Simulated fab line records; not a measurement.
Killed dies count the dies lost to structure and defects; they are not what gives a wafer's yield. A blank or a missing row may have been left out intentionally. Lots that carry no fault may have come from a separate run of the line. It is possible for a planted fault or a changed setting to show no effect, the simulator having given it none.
A lot that was struck, set against a sound lot    flow sky130    38 steps out of a route of 708
Sound: these wafers, L795.1, L795.3, L795.5. Struck: wafers L801.1, L801.3, L801.5. The cause comes at the end.
Each step with rows lists, per side, the tool, then ch with its chambers, then its first start. Under that, the readings that differ: sound wafers    struck wafers    difference of the means    sigmas: that difference in standard deviations of wafers without a fault.
alike: same words and numbers on both sides, and readings whose means sit less than 2 such deviations apart. not compared: any withheld reading, any reading some wafer has no value for, any bound like >300 that may hide the same value, and any number with overlapping values for which the record gives no deviation.
Wherever a step has rows on one side only, a row that says differs or no value, or a row with sigmas, the two part there. Numbers that have no deviation but don't overlap get no sigmas and don't part them. Lack of a reading on every wafer of one side parts them only where that side has two or more wafers.

first, 9 steps without rows for these wafers: SKY_VIA3_SPUTTER_20 (material TiN, target thk 20 nm, time 80 s); SKY_VIA3_CVD_21 (deposits W, target thk 390 nm, time 117.31 s); SKY_VIA3_CMP_24 (polishes, stops on SiO2, t overpolish 20 s, target thk 0 nm); SKY_METAL4_SPUTTER_00 (material Ti, target thk 15 nm, time 10 s); SKY_METAL4_SPUTTER_01 (material TiN, target thk 20 nm, time 16.7 s); SKY_METAL4_SPUTTER_02 (material AlCu, target thk 735 nm, time 39.1 s); SKY_METAL4_SPUTTER_03 (material Ti, target thk 5 nm, time 3.3 s); SKY_METAL4_SPUTTER_04 (material TiN, target thk 70 nm, time 58.3 s); SKY_CAP2M_CVD_00 (deposits SiO2, target thk 15.5 nm).
SKY_CAP2M_SPUTTER_02: material TiN, target thk 200 nm, time 166.7 s.
  sound: pvd sputter-02 at day 43 16:18; struck: pvd sputter-02 at day 44 21:01
reading                                    sound                 struck                difference  sigmas
chamber pressure pa (Pa)                   0.3987 0.4005 0.3986  0.5348 0.5335 0.5337  +0.1347     +99 or more
throttle valve pct (%)                     28.5 30.5 28.4        25.7 27.0 27.0        -2.6        -2
model.TiN_of_CAP2M_SPUTTER_02.thk nm (nm)  202.7 199.7 203.3     187.7 188.1 187.5     -14.1       
SKY_CAP2M_RS_MEAS_03: measurement is done with a four-point probe.
  sound: film metro-01 at day 43 16:25; struck: film metro-01 at day 44 21:08
reading                sound           struck          difference  sigmas
CAP2M_TIN_RS (ohm/sq)  6.80 6.91 6.80  7.38 7.37 7.38  +0.54       +7
SKY_CAP2M_THK_MEAS_04: measures by xrf.
  sound: film metro-01 at day 43 16:32; struck: film metro-01 at day 44 21:15
reading             sound              struck             difference  sigmas
CAP2M_TIN_THK (nm)  201.6 198.9 202.7  187.7 187.4 187.0  -13.7       -6
then, 7 steps without rows for these wafers: SKY_CAP2M_DEHYDRATE_05 (time 60 s); SKY_CAP2M_HMDS_06 (prime time 60 s); SKY_CAP2M_COAT_07 (resist thk 1140 nm); SKY_CAP2M_SOFTBAKE_08 (time 60 s); SKY_CAP2M_EXPOSE_09 (exposes mask CAP2M, target cd 1000 nm); SKY_CAP2M_PEB_10; SKY_CAP2M_DEVELOP_11 (develop time 60 s).
SKY_CAP2M_METAL_ETCH_13: etches TiN in Cl2/BCl3, stops on SiO2, target depth 220 nm, time 62.9 s.
  sound on rie metal-02 ch 0,1, day 44 14:53; struck on rie metal-04 ch 1, day 45 19:07
reading                            sound                 struck                difference  sigmas
oes product au (a.u.)              0.951 0.942 0.951     0.907 0.912 0.900     -0.042      -5
throttle valve pct (%)             21.899 21.897 21.900  21.918 21.929 21.910  +0.020      +2
model.CAP2M.feature depth nm (nm)  202.7 199.7 203.3     187.7 188.1 187.5     -14.1       
model.etch.depth nm (nm)           202.7 199.7 203.3     187.7 188.1 187.5     -14.1       
  alike: drypump motor current A
  not compared: rf hours counter h
then, 16 steps without rows for these wafers: SKY_CAP2M_STRIP_14 (strips in O2/N2); SKY_CAP2M_STRIP_15 (strips in post etch residue remover, time 1200 s); SKY_CAP2M_CLEAN_16 (cleans in IPA, time 180 s); SKY_CAP2M_CLEAN_17 (cleans in O3/DIW); SKY_METAL4_DEHYDRATE_05 (time 60 s); SKY_METAL4_HMDS_06 (prime time 60 s); SKY_METAL4_COAT_07 (resist thk 60 nm); SKY_METAL4_COAT_08 (resist thk 1140 nm); SKY_METAL4_SOFTBAKE_09 (time 90 s); SKY_METAL4_EXPOSE_10 (exposes mask MM4, target cd 300 nm); SKY_METAL4_PEB_11; SKY_METAL4_DEVELOP_12 (develop time 60 s); SKY_METAL4_DESCUM_15 (chemistry O2, time 8 s); SKY_METAL4_ETCH_16 (etches BARC in N2/H2, stops on SiO2, time 88.2 s, target depth 60 nm); SKY_METAL4_ETCH_17 (etches SiO2 in C4F8/O2/Ar, stops on TiN, time 3.9 s, target depth 15 nm); SKY_METAL4_METAL_ETCH_18 (etches the open film in Cl2/BCl3, stops on SiO2, target depth 845 nm, time 183.1 s).
SKY_METAL4_STRIP_20: strips in post etch residue remover, time 1200 s.
  sound on wet bench-04 ch 2, day 45 13:44; struck on wet bench-03 ch 1, day 46 17:18
reading                                    sound              struck             difference  sigmas
model.TiN_of_CAP2M_SPUTTER_02.thk nm (nm)  201.8 198.8 202.4  186.9 187.3 186.7  -14.0       
-- the record jumps here: 3 days lie between the struck wafers' starts before and after (it left off in module METAL4 and takes up again in module PAD_OPEN, whose first step shown is number 708 of the route) --
SKY_PAD_OPEN_PROBE_99:
  sound: prober-02 at day 49 04:49; struck: prober-01 at day 50 04:18
reading                            sound            struck             difference  sigmas
killed at other                    2 1 2            1 0 0              -1          -2
killed short                       51 37 50         33 31 35           -13         -2
model.etest.cap mim2.plate ohm sq  5.905 5.95 5.92  6.421 6.437 6.455  +0.513      
  alike: defect limited yield, killed_at_M0_to_M3, killed_at_M4_up, killed at contacts, killed at front end, killed dies, killed on rim, killed open

== WHERE THEY PART ==
First at SKY_CAP2M_SPUTTER_02; last, within this record, at SKY_PAD_OPEN_PROBE_99.

WHY: the cause the simulator had injected
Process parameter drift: pvd sputter-02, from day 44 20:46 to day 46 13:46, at SKY_CAP2M_SPUTTER_02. A move of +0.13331 in setting chamber pressure pa, from 0.4. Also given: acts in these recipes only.
